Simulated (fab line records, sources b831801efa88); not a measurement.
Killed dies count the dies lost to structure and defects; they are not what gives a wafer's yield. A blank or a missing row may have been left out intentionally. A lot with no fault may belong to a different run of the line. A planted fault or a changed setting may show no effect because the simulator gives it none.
Which of the tools did it?    flow gf180mcu    Sampling: 24 lots, 72 wafers, 5 of 602 route steps

WHAT THE GAUGES READ, wafer by wafer
GF_STI_BOW_MEAS_00. Usual: for INCOMING_BOW the level is 1 um and the standard deviation is 6.4.
lot   measured     on             INCOMING_BOW (um)  flag
L074  day 1 10:01  film_metro-01  -5 4 -11           
L075  day 1 15:00  film_metro-03  0 -7 -6            
L076  day 1 20:01  film_metro-01  -1 2 8             
L077  day 2 01:00  film_metro-01  1 15 9             
L078  day 2 06:00  film_metro-03  14 -6 3            
L079  day 2 11:02  film_metro-02  -4 2 1             
L080  day 2 16:00  film_metro-01  7 4 6              
L081  day 2 21:01  film_metro-03  4 7 0              
L082  day 3 02:01  film_metro-02  -1 6 -7            
L083  day 3 07:00  film_metro-01  -3 -5 2            
L084  day 3 12:00  film_metro-01  1 5 3              
L085  day 3 17:00  film_metro-03  6 10 -1            
L086  day 3 22:01  film_metro-02  5 13 3             
L087  day 4 03:00  film_metro-03  8 -15 -11          
L088  day 4 08:02  film_metro-03  4 -12 -1           
L089  day 4 13:00  film_metro-01  2 10 9             
L090  day 4 18:00  film_metro-03  8 -2 -4            
L091  day 4 23:01  film_metro-01  -6 4 -6            
L092  day 5 04:00  film_metro-03  6 -10 0            
L093  day 5 09:00  film_metro-02  2 0 -1             
L094  day 5 14:00  film_metro-01  12 -10 6           
L095  day 5 19:00  film_metro-03  3 -4 -6            
L096  day 6 00:01  film_metro-01  1 8 1              
L097  day 6 05:02  film_metro-03  -2 9 2             

GF_CONTACT_THK_MEAS_26: measures by xrf. Usual: for CONTACT_W_THK the level is 335 nm and the standard deviation is 4.1.
lot   measured      on             CONTACT_W_THK (nm)  flag
L074  day 15 16:56  film_metro-03  335 336 337         
L075  day 16 02:42  film_metro-03  333 335 333         
L076  day 16 11:55  film_metro-02  340 341 344         
L077  day 16 22:31  film_metro-02  342 339 338         
L078  day 17 10:30  film_metro-02  337 335 333         
L079  day 17 13:13  film_metro-04  334 330 334         
L080  day 18 04:58  film_metro-04  340 337 341         
L081  day 19 01:25  film_metro-04  343 347 338         
L082  day 18 20:52  film_metro-03  334 331 338         
L083  day 19 10:17  film_metro-02  334 339 336         
L084  day 20 14:42  film_metro-04  330 329 328         
L085  day 21 01:15  film_metro-04  337 336 335         
L086  day 21 06:31  film_metro-02  342 342 339         
L087  day 21 05:20  film_metro-02  337 339 334         
L088  day 22 07:26  film_metro-02  334 336 336         
L089  day 22 00:19  film_metro-03  332 329 331         
L090  day 22 14:31  film_metro-02  336 341 338         
L091  day 22 12:53  film_metro-02  335 335 332         
L092  day 22 18:51  film_metro-03  327 331 331         
L093  day 23 09:31  film_metro-04  338 338 341         
L094  day 23 02:22  film_metro-04  337 333 333         
L095  day 23 17:17  film_metro-04  334 329 336         
L096  day 23 22:56  film_metro-04  333 334 339         
L097  day 24 05:19  film_metro-03  336 334 335         

GF_M3_RS_MEAS_05: measurement is done with a four-point probe. Usual: for M3_ALCU_RS the level is 0.0695 ohm/sq and the standard deviation is 0.00071.
lot   measured      on             M3_ALCU_RS (ohm/sq)   flag
L074  day 19 20:40  film_metro-04  0.0688 0.0687 0.0687  
L075  day 20 07:23  film_metro-01  0.0699 0.0693 0.0702  
L076  day 20 18:32  film_metro-04  0.0688 0.0690 0.0685  
L077  day 21 06:29  film_metro-01  0.0705 0.0702 0.0701  
L078  day 21 17:13  film_metro-04  0.0701 0.0705 0.0700  
L079  day 21 21:13  film_metro-04  0.0704 0.0708 0.0700  
L080  day 22 09:29  film_metro-01  0.0685 0.0681 0.0682  
L081  day 23 07:43  film_metro-04  0.0693 0.0697 0.0695  
L082  day 23 02:13  film_metro-01  0.0702 0.0698 0.0698  
L083  day 23 15:11  film_metro-01  0.0701 0.0697 0.0698  
L084  day 24 18:12  film_metro-04  0.0688 0.0683 0.0690  
L085  day 25 02:56  film_metro-03  0.0689 0.0690 0.0692  
L086  day 25 08:59  film_metro-03  0.0690 0.0685 0.0692  
L087  day 25 06:33  film_metro-01  0.0689 0.0685 0.0683  
L088  day 26 06:48  film_metro-04  0.0696 0.0707 0.0700  
L089  day 26 00:48  film_metro-03  0.0687 0.0694 0.0693  
L090  day 26 13:44  film_metro-01  0.0693 0.0702 0.0701  
L091  day 26 12:02  film_metro-03  0.0703 0.0695 0.0704  
L092  day 26 16:57  film_metro-03  0.0708 0.0710 0.0705  
L093  day 27 06:38  film_metro-01  0.0688 0.0693 0.0696  
L094  day 27 00:10  film_metro-04  0.0704 0.0706 0.0703  
L095  day 27 13:24  film_metro-01  0.0699 0.0696 0.0703  
L096  day 27 18:32  film_metro-01  0.0699 0.0692 0.0692  
L097  day 27 23:59  film_metro-04  0.0694 0.0689 0.0703  

GF_V3_THK_MEAS_03. Usual: for V3_CVD_02_THK the level is 850 nm and the standard deviation is 10.
lot   measured      on             V3_CVD_02_THK (nm)  flag
L074  day 20 22:05  film_metro-03  835 846 866         
L075  day 21 07:38  film_metro-01  861 867 861         
L076  day 21 19:04  film_metro-02  842 845 851         
L077  day 22 07:10  film_metro-03  830 846 860         
L078  day 22 17:46  film_metro-02  842 858 859         
L079  day 22 21:58  film_metro-02  855 859 849         
L080  day 23 10:02  film_metro-02  834 853 852         
L081  day 24 07:00  film_metro-03  846 860 861         
L082  day 24 01:44  film_metro-01  821 841 839         
L083  day 24 14:32  film_metro-03  843 864 860         
L084  day 25 17:02  film_metro-02  845 830 855         
L085  day 26 01:11  film_metro-03  847 844 851         
L086  day 26 07:46  film_metro-03  841 844 862         
L087  day 26 04:16  film_metro-01  842 850 859         
L088  day 27 04:18  film_metro-03  843 858 875         
L089  day 26 23:13  film_metro-01  838 844 853         
L090  day 27 11:25  film_metro-01  831 848 856         
L091  day 27 10:12  film_metro-03  841 867 864         
L092  day 27 14:05  film_metro-02  843 842 865         
L093  day 28 03:14  film_metro-01  853 848 861         
L094  day 27 20:50  film_metro-03  840 850 861         
L095  day 28 10:24  film_metro-01  841 859 851         
L096  day 28 15:46  film_metro-03  853 859 851         
L097  day 28 20:36  film_metro-02  838 862 850         

GF_V3_THK_MEAS_25: measures by xrf. Usual: for V3_W_THK the level is 364 nm and the standard deviation is 4.4.
lot   measured      on             V3_W_THK (nm)  flag
L074  day 21 23:44  film_metro-03  363 359 360    
L075  day 22 08:31  film_metro-02  366 369 367    
L076  day 22 19:47  film_metro-03  359 360 356    
L077  day 23 07:52  film_metro-02  373 370 376    
L078  day 23 18:37  film_metro-01  361 363 366    
L079  day 23 22:17  film_metro-03  368 366 363    
L080  day 24 10:45  film_metro-01  369 369 366    
L081  day 25 06:47  film_metro-03  364 365 358    
L082  day 25 00:53  film_metro-01  362 359 362    
L083  day 25 13:49  film_metro-03  359 363 360    
L084  day 26 15:46  film_metro-03  366 358 367    
L085  day 27 00:07  film_metro-02  369 366 364    
L086  day 27 05:29  film_metro-02  365 367 366    
L087  day 27 02:56  film_metro-02  369 359 373    
L088  day 28 01:38  film_metro-01  365 361 363    
L089  day 27 20:19  film_metro-01  365 368 369    
L090  day 28 09:26  film_metro-02  364 358 359    
L091  day 28 07:23  film_metro-03  358 360 353    
L092  day 28 12:02  film_metro-03  357 364 363    
L093  day 28 23:20  film_metro-01  364 371 367    
L094  day 28 17:26  film_metro-01  360 365 363    
L095  day 29 06:46  film_metro-01  361 366 359    
L096  day 29 11:43  film_metro-01  362 365 366    
L097  day 29 17:09  film_metro-01  367 362 359    

WHAT TOOL EACH LOT RAN ON (gives the tool, then ch and the chambers of the sampled wafers, and finally the start)
No process step before these readings appears in the record.

WHAT THE TOOLS THEMSELVES READ (means of the sampled wafers that have a number; where no wafer has one, the mark that the record gives instead)
The record holds no such reading with a usual standard deviation.

THE ANSWER, worked out from the rows above alone
Rule: take the mean of a lot's wafers that have a number; if it is more than 3 standard deviations from the usual mean, the lot is off. Also off: a lot with no number at a reading for which 4 or more lots have one. Where the step has rows for the other lots, those lots are counted as sound. First the gauges in route order, then the tools' own readings, where a lot's mean is used as printed above. At the first step where some lot is off, the reading lying furthest off is the one used; lots without a number count as furthest.
None of the lots is off at any reading shown; this tells nothing.

WHAT WAS PUT IN BY THE SIMULATOR
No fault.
